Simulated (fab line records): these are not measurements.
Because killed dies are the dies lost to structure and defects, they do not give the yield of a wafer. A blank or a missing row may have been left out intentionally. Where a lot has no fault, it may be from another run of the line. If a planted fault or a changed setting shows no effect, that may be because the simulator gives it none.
fab line records ; flow sky130
record: lots: 6; wafers: 18; last-day: 51
route steps=708 shown LDD_P@258 LDD_HVN@267 PAD_OPEN@708
lots that met no fault: from a run of the same line without faults
start-h: start of the lot's first displayed wafer, in hours after the record's first day ; wait-h: hours from the lot's prior step to this one ; " identical to the entry in the row above ; L1.1+2: several wafers, shown together as one row ; - value missing, or start not given ; * or withheld: withheld ; < > ~ a bound
route shown NAME@n: names a module that has steps shown in the file, with the first one's number in the route ; usual: mean and standard deviation over wafers with no fault ; same: alike in all rows ; chamber/n: place in a boat ; sites: per-site readings ; _std_site: the standard deviation of these ; _edge_site: outer sites' mean less inner sites' ; radius-mm: for every site, how far away it sits from the centre of the wafer ; mask NAME#n: copy n ; behind: the tool/chamber that last shaped the wafer ; hold: reason for holding the lot/hours on hold/outcome of the hold ; device: which transistor (n, p or np) failed to switch ; end of line: tests of these same wafers at the route's end ; a step with no rows: only its recipe ; killed: count of dies lost to structure and defects at first sort (not the wafer's yield) ; map: a wafer's dies, marking killed ones x, the rest . and places with no die _
set.NAME: setting as actually run; set.NAME@STEP: the setting as run at that earlier step ; model.NAME: the simulator's own value behind a step, which no gauge read
a table for each step, a row for each wafer; lots at some steps of the route
services: a tool's chamber out of use, with start hour (start-h, from the record's first day; less than 0 if before it), hours out, and reason
== steps ==
step: SKY_LDD_P_SOFTBAKE_03
recipe: temp-c: 90; time-s: 60; resist: NOVOLAK
step: SKY_LDD_P_EXPOSE_04
recipe: mask-id: PSDM; na: 0.6; source-shape: conventional; sigma-outer: 0.6; polarization: unpolarized; target-cd-nm: 380; dose-mj: 138
step: SKY_LDD_P_PEB_05
recipe: temp-c: withheld; time-s: *; resist: NOVOLAK
step: SKY_LDD_P_DEVELOP_06
recipe: resist: NOVOLAK; developer: TMAH; develop-time-s: 60; dev-temp-c: 23
step: SKY_LDD_P_CD_MEAS_07
recipe: target-cd-nm: 380
usual: cd-nm: 380.2/2.5
lot.wafer;tool;chamber;start-h;wait-h;cd-nm
L834.1;cd-sem-01;-;503.47;0.1;378.0
L834.3;cd-sem-01;-;503.47;0.1;379.1
L834.4;cd-sem-01;-;503.47;0.1;379.2
L835.1;cd-sem-01;-;517.24;0.1;378.5
L835.2;cd-sem-01;-;517.24;0.1;378.4
L835.4;cd-sem-01;-;517.24;0.1;380.5
L841.2;cd-sem-02;-;572.74;0.1;379.9
L841.3;cd-sem-02;-;572.74;0.1;379.9
L841.6;cd-sem-02;-;572.74;0.1;382.1
L843.1;cd-sem-01;-;583.20;0.1;380.1
L843.2;cd-sem-01;-;583.20;0.1;378.1
L843.4;cd-sem-01;-;583.20;0.1;380.1
L849.3;cd-sem-02;-;632.26;0.1;378.9
L849.4;cd-sem-02;-;632.26;0.1;380.9
L849.6;cd-sem-02;-;632.26;0.1;378.5
L847.2;cd-sem-01;-;633.26;0.1;374.4
L847.5;cd-sem-01;-;633.26;0.1;376.6
L847.6;cd-sem-01;-;633.26;0.1;374.8
step: SKY_LDD_P_OVL_MEAS_08
usual: LDD_P_OVL: -0.8/2.1
lot.wafer;tool;chamber;start-h;wait-h;LDD_P_OVL[nm]
L834.1;overlay-01;-;503.59;0.1;-0.9
L834.3;overlay-01;-;503.59;0.1;-2.7
L834.4;overlay-01;-;503.59;0.1;-1.0
L835.1;overlay-01;-;517.36;0.1;-2.2
L835.2;overlay-01;-;517.36;0.1;-2.0
L835.4;overlay-01;-;517.36;0.1;-1.4
L841.2;overlay-01;-;572.85;0.1;-0.7
L841.3;overlay-01;-;572.85;0.1;-1.6
L841.6;overlay-01;-;572.85;0.1;-1.0
L843.1;overlay-01;-;583.32;0.1;-1.7
L843.2;overlay-01;-;583.32;0.1;-4.6
L843.4;overlay-01;-;583.32;0.1;-1.7
L849.3;overlay-02;-;632.35;0.1;-1.8
L849.4;overlay-02;-;632.35;0.1;-3.5
L849.6;overlay-02;-;632.35;0.1;-2.7
L847.2;overlay-02;-;633.36;0.1;-4.2
L847.5;overlay-02;-;633.36;0.1;-3.0
L847.6;overlay-02;-;633.36;0.1;-2.7
step: SKY_LDD_P_IMPLANT_09
recipe: species: BF2; energy-kev: 25; dose-cm2: 1e+13; tilt-deg: withheld
step: SKY_LDD_P_STRIP_10
recipe: chemistry: O2/N2; power-w: 1400; pressure-mtorr: 1500; platen-temp-c: withheld; o2-flow-sccm: 3000; n2-flow-sccm: 300; overash-fraction: 0.5
usual: drypump-motor-current-A: 5.6/0.33; oes-product-au: 0.716/0.0047; strip-time-to-endpoint-s: 14.17/0.035
lot.wafer;tool;chamber;start-h;wait-h;drypump-motor-current-A;oes-product-au;rf-hours-counter-h;strip-time-to-endpoint-s
L834.1;plasma-asher-03;0;503.78;0.1;5.3;0.715;65;14.15
L834.3;plasma-asher-03;1;503.78;0.1;6.4;0.711;-;14.08
L834.4;plasma-asher-03;0;503.78;0.1;5.3;0.712;-;14.13
L835.1;plasma-asher-02;0;517.54;0.1;5.4;0.721;8;14.19
L835.2;plasma-asher-02;1;517.54;0.1;5.4;0.721;8;14.16
L835.4;plasma-asher-02;0;517.54;0.1;5.4;0.720;-;14.14
L841.2;plasma-asher-02;0;573.03;0.1;5.5;0.713;13;14.22
L841.3;plasma-asher-02;1;573.03;0.1;5.4;0.716;-;14.15
L841.6;plasma-asher-02;0;573.03;0.1;5.5;0.708;-;14.18
L843.1;plasma-asher-04;1;583.50;0.1;5.6;0.715;90;14.17
L843.2;plasma-asher-04;0;583.50;0.1;5.6;0.715;90;14.16
L843.4;plasma-asher-04;1;583.50;0.1;5.6;0.711;-;14.20
L849.3;plasma-asher-03;1;632.56;0.1;6.4;0.712;-;14.23
L849.4;plasma-asher-03;0;632.56;0.1;5.4;0.714;-;14.22
L849.6;plasma-asher-03;1;632.56;0.1;6.4;0.714;-;14.17
L847.2;plasma-asher-02;1;633.54;0.1;5.4;0.706;19;14.22
L847.5;plasma-asher-02;0;633.54;0.1;5.4;0.712;-;14.15
L847.6;plasma-asher-02;1;633.54;0.1;5.4;0.722;-;14.20
step: SKY_LDD_P_TW_MEAS_11
usual: LDD_P_TW: 633/7.7
lot.wafer;tool;chamber;start-h;wait-h;LDD_P_TW
L834.1;film-metro-01;-;503.88;0.1;631
L834.3;film-metro-01;-;503.88;0.1;626
L834.4;film-metro-01;-;503.88;0.1;627
L835.1;film-metro-01;-;517.64;0.1;629
L835.2;film-metro-01;-;517.64;0.1;627
L835.4;film-metro-01;-;517.64;0.1;628
L841.2;film-metro-01;-;573.14;0.1;624
L841.3;film-metro-01;-;573.14;0.1;629
L841.6;film-metro-01;-;573.14;0.1;627
L843.1;film-metro-01;-;583.60;0.1;625
L843.2;film-metro-01;-;583.60;0.1;625
L843.4;film-metro-01;-;583.60;0.1;629
L849.3;film-metro-01;-;632.65;0.1;618
L849.4;film-metro-01;-;632.65;0.1;619
L849.6;film-metro-01;-;632.65;0.1;617
L847.2;film-metro-01;-;633.65;0.1;623
L847.5;film-metro-01;-;633.65;0.1;619
L847.6;film-metro-01;-;633.65;0.1;619
step: SKY_LDD_HVN_DEHYDRATE_00
recipe: temp-c: 200; time-s: 60
step: SKY_LDD_HVN_HMDS_01
recipe: prime-time-s: 60; prime-temp-c: 120
step: SKY_LDD_HVN_COAT_02
recipe: resist: NOVOLAK; spin-rpm: 3000; resist-thk-nm: 300
step: SKY_LDD_HVN_SOFTBAKE_03
recipe: temp-c: 90; time-s: 60; resist: NOVOLAK
usual: heater-power-total-W: 56.59/0.044; run-length-s: 89.32/0.16
lot.wafer;tool;chamber;start-h;wait-h;heater-power-total-W;run-length-s
L834.1;litho-track-04;0;518.26;0.1;57.23;87.04
L834.3;litho-track-04;0;518.26;0.1;57.29;86.67
L834.4;litho-track-04;0;518.26;0.1;57.35;86.70
L835.1;litho-track-04;0;533.01;0.1;57.25;86.72
L835.2;litho-track-04;0;533.01;0.1;57.34;86.69
L835.4;litho-track-04;0;533.01;0.1;57.30;86.74
L841.2;litho-track-01;0;588.16;0.1;56.60;89.50
L841.3;litho-track-01;0;588.16;0.1;56.64;89.36
L841.6;litho-track-01;0;588.16;0.1;56.67;89.37
L843.1;litho-track-01;0;598.34;0.1;56.59;89.35
L843.2;litho-track-01;0;598.34;0.1;56.53;89.43
L843.4;litho-track-01;0;598.34;0.1;56.49;89.40
L849.3;litho-track-03;0;646.97;0.1;56.59;89.55
L849.4;litho-track-03;0;646.97;0.1;56.55;89.34
L849.6;litho-track-03;0;646.97;0.1;56.59;89.20
L847.2;litho-track-04;0;648.59;0.1;56.60;89.17
L847.5;litho-track-04;0;648.59;0.1;56.53;89.15
L847.6;litho-track-04;0;648.59;0.1;56.63;89.15
step: SKY_LDD_HVN_EXPOSE_04
recipe: mask-id: HVNTM; na: 0.6; source-shape: conventional; sigma-outer: 0.6; polarization: unpolarized; target-cd-nm: 700; dose-mj: 127
step: SKY_PAD_OPEN_PROBE_99
usual: killed_at_M0_to_M3: 43/6.6; killed_at_M4_up: 3.1/1.9; killed-at-contacts: 24/5.2; killed-at-front-end: 16/4.5; killed-at-other: 0.4/0.62; killed-dies: 87/9; killed-open: 48/7; killed-short: 39/6.2
same: gross-dies: 492; killed-at-back-side: 0
lot.wafer;tool;chamber;start-h;wait-h;killed_at_M0_to_M3;killed_at_M4_up;killed-at-contacts;killed-at-front-end;killed-at-other;killed-dies;killed-open;killed-short
L834.1;prober-02;-;1132.47;0.1;59;0;20;19;0;98;55;39
L834.3;prober-02;-;1132.57;0.2;40;3;28;14;0;85;49;34
L834.4;prober-02;-;1132.62;0.2;34;2;25;21;0;82;45;36
L835.1;prober-01;-;1140.95;0.1;38;4;23;10;1;76;36;40
L835.2;prober-01;-;1141.00;0.1;47;3;27;19;0;96;64;32
L835.4;prober-01;-;1141.10;0.2;42;2;27;18;1;90;47;43
L841.2;prober-02;-;1175.43;0.1;35;1;23;17;0;76;41;32
L841.3;prober-02;-;1175.48;0.2;32;9;24;20;0;85;44;41
L841.6;prober-02;-;1175.63;0.2;40;3;34;10;0;87;50;37
L843.1;prober-02;-;1183.17;0.1;34;4;18;18;0;74;45;29
L843.2;prober-02;-;1183.22;0.1;38;5;29;13;1;86;51;34
L843.4;prober-02;-;1183.32;0.2;44;1;23;18;0;86;54;32
L849.3;prober-02;-;1209.46;0.2;43;5;31;12;1;92;49;43
L849.4;prober-02;-;1209.51;0.2;50;4;18;26;2;100;51;49
L849.6;prober-02;-;1209.61;0.2;50;4;18;14;0;86;49;37
L847.2;prober-02;-;1213.21;0.1;50;1;21;11;1;84;47;37
L847.5;prober-02;-;1213.36;0.2;55;3;14;8;0;80;51;29
L847.6;prober-02;-;1213.41;0.2;49;5;19;7;0;80;36;44
killed by level:class
L834.1 VIA1:geometric-particle:open=15 METAL1:geometric-particle:short=11 VIA2:geometric-particle:open=10 VIA3:geometric-particle:open=10 CONTACT:geometric-particle:short=7 CONTACT:geometric-particle:open=6 FIELD_ISO:geometric-particle:open=5 POLY_GATE:geometric-particle:short=5
L834.3 VIA3:geometric-particle:open=10 CONTACT:geometric-particle:open=10 LI_CONTACT:geometric-particle:open=9 METAL2:geometric-particle:short=8 VIA1:geometric-particle:open=7 FIELD_ISO:geometric-particle:short=4 METAL1:geometric-particle:short=4 VIA2:geometric-particle:open=4
L834.4 CONTACT:geometric-particle:open=8 VIA3:geometric-particle:open=8 POLY_GATE:geometric-particle:open=5 VIA2:geometric-particle:open=5 LOCAL_INTERCONNECT:geometric-particle:short=5 METAL1:geometric-particle:short=5 FIELD_ISO:geometric-particle:open=4 LI_CONTACT:geometric-particle:open=4
L835.1 VIA1:geometric-particle:open=10 METAL1:geometric-particle:short=9 LOCAL_INTERCONNECT:geometric-particle:short=7 CONTACT:geometric-particle:open=7 LI_CONTACT:geometric-particle:open=4 VIA3:geometric-particle:open=4 FIELD_ISO:geometric-particle:short=3 CONTACT:geometric-particle:short=3
L835.2 VIA3:geometric-particle:open=11 LI_CONTACT:geometric-particle:open=9 CONTACT:geometric-particle:open=8 VIA1:geometric-particle:open=8 VIA2:geometric-particle:open=7 METAL2:geometric-particle:short=6 FIELD_ISO:geometric-particle:open=5 POLY_GATE:geometric-particle:open=5
L835.4 CONTACT:geometric-particle:open=16 VIA1:geometric-particle:open=11 METAL2:geometric-particle:short=7 METAL1:geometric-particle:short=7 FIELD_ISO:geometric-particle:short=6 LI_CONTACT:geometric-particle:open=5 FIELD_ISO:geometric-particle:open=4 POLY_GATE:geometric-particle:open=4
L841.2 VIA1:geometric-particle:open=9 CONTACT:geometric-particle:open=8 VIA3:geometric-particle:open=7 FIELD_ISO:geometric-particle:short=6 LI_CONTACT:geometric-particle:open=6 FIELD_ISO:geometric-particle:open=5 VIA1:geometric-particle:short=5 VIA2:geometric-particle:open=5
L841.3 LI_CONTACT:geometric-particle:open=8 METAL4:geometric-particle:short=8 VIA2:geometric-particle:open=7 POLY_GATE:geometric-particle:open=6 CONTACT:geometric-particle:open=6 LOCAL_INTERCONNECT:geometric-particle:short=5 METAL1:geometric-particle:short=5 VIA1:geometric-particle:open=4
L841.6 LI_CONTACT:geometric-particle:open=13 VIA1:geometric-particle:open=9 VIA3:geometric-particle:open=7 METAL2:geometric-particle:short=7 CONTACT:geometric-particle:short=6 CONTACT:geometric-particle:open=6 VIA2:geometric-particle:open=5 LI_CONTACT:geometric-particle:short=4
L843.1 METAL1:geometric-particle:short=8 VIA2:geometric-particle:open=7 POLY_GATE:geometric-particle:open=7 LI_CONTACT:geometric-particle:open=7 CONTACT:geometric-particle:open=6 VIA1:geometric-particle:short=5 FIELD_ISO:geometric-particle:open=5 SPACER:geometric-particle:open=3
L843.2 VIA1:geometric-particle:open=12 LI_CONTACT:geometric-particle:open=10 CONTACT:geometric-particle:open=7 VIA2:geometric-particle:open=6 CONTACT:geometric-particle:short=5 METAL2:geometric-particle:short=5 FIELD_ISO:geometric-particle:open=4 POLY_GATE:geometric-particle:open=4
L843.4 VIA2:geometric-particle:open=10 CONTACT:geometric-particle:open=8 POLY_GATE:geometric-particle:open=7 LI_CONTACT:geometric-particle:open=7 VIA1:geometric-particle:open=6 VIA3:geometric-particle:open=6 FIELD_ISO:geometric-particle:short=5 METAL1:geometric-particle:short=4
L849.3 VIA1:geometric-particle:open=10 CONTACT:geometric-particle:open=9 LI_CONTACT:geometric-particle:open=8 VIA3:geometric-particle:open=7 METAL1:geometric-particle:short=6 LOCAL_INTERCONNECT:geometric-particle:short=5 CONTACT:geometric-particle:short=5 POLY_GATE:geometric-particle:open=4
L849.4 VIA1:geometric-particle:open=10 FIELD_ISO:geometric-particle:open=8 LI_CONTACT:geometric-particle:open=8 VIA3:geometric-particle:short=7 FIELD_ISO:geometric-particle:short=6 CONTACT:geometric-particle:open=6 METAL1:geometric-particle:short=6 VIA1:geometric-particle:short=6
L849.6 VIA1:geometric-particle:open=11 LI_CONTACT:geometric-particle:open=7 VIA2:geometric-particle:open=7 POLY_GATE:geometric-particle:open=6 CONTACT:geometric-particle:open=6 METAL1:geometric-particle:short=6 VIA2:geometric-particle:short=6 VIA3:geometric-particle:short=4
L847.2 VIA1:geometric-particle:open=16 VIA1:geometric-particle:short=11 CONTACT:geometric-particle:open=10 POLY_GATE:geometric-particle:open=5 VIA3:geometric-particle:open=5 FIELD_ISO:geometric-particle:short=4 LI_CONTACT:geometric-particle:open=4 LI_CONTACT:geometric-particle:short=4
L847.5 VIA1:geometric-particle:open=15 VIA3:geometric-particle:open=9 CONTACT:geometric-particle:open=8 METAL2:geometric-particle:short=8 VIA2:geometric-particle:open=8 METAL1:geometric-particle:short=5 FIELD_ISO:geometric-particle:short=4 METAL2:geometric-particle:open=3
L847.6 VIA2:geometric-particle:open=7 VIA3:geometric-particle:open=7 CONTACT:geometric-particle:open=6 VIA1:geometric-particle:open=6 VIA1:geometric-particle:short=6 VIA3:geometric-particle:short=5 METAL1:geometric-particle:short=5 METAL2:geometric-particle:short=5
== services ==
tool;chamber;start-h;hours;kind
plasma-asher-04;-;508.81;2.3;repair
litho-track-01;-;535.11;-;consumable-replace:filter
plasma-asher-04;-;585.79;2.8;pm
== key ==
first-sign: step: SKY_LDD_HVN_SOFTBAKE_03; reading: heater-power-total-W; direction: up; sigmas: 16; usual: *; struck: *
effect: step: SKY_LDD_HVN_SOFTBAKE_03; reading: run-length-s; direction: down; sigmas: 16; usual: *; struck: *
met-at SKY_LDD_HVN_SOFTBAKE_03
struck-wafers L834.1,L834.3,L834.4,L835.1,L835.2,L835.4
tester-left-out L834,L835
fault: kind: process-parameter-drift; tool: litho-track-04; chamber: -; onset-h: 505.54; steps: SKY_LDD_HVN_SOFTBAKE_03; channel: time-s; offset: *; shape: step; end-h: 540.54; acts-in: *; stated: *
tester-left-out: of these lots the tester's yield and bins aren't shown, on N5 and GAA mostly nor the transistor test; their killed dies are dies lost to structure and defects alone, not to doping, threshold or leakage, so they don't give the yield
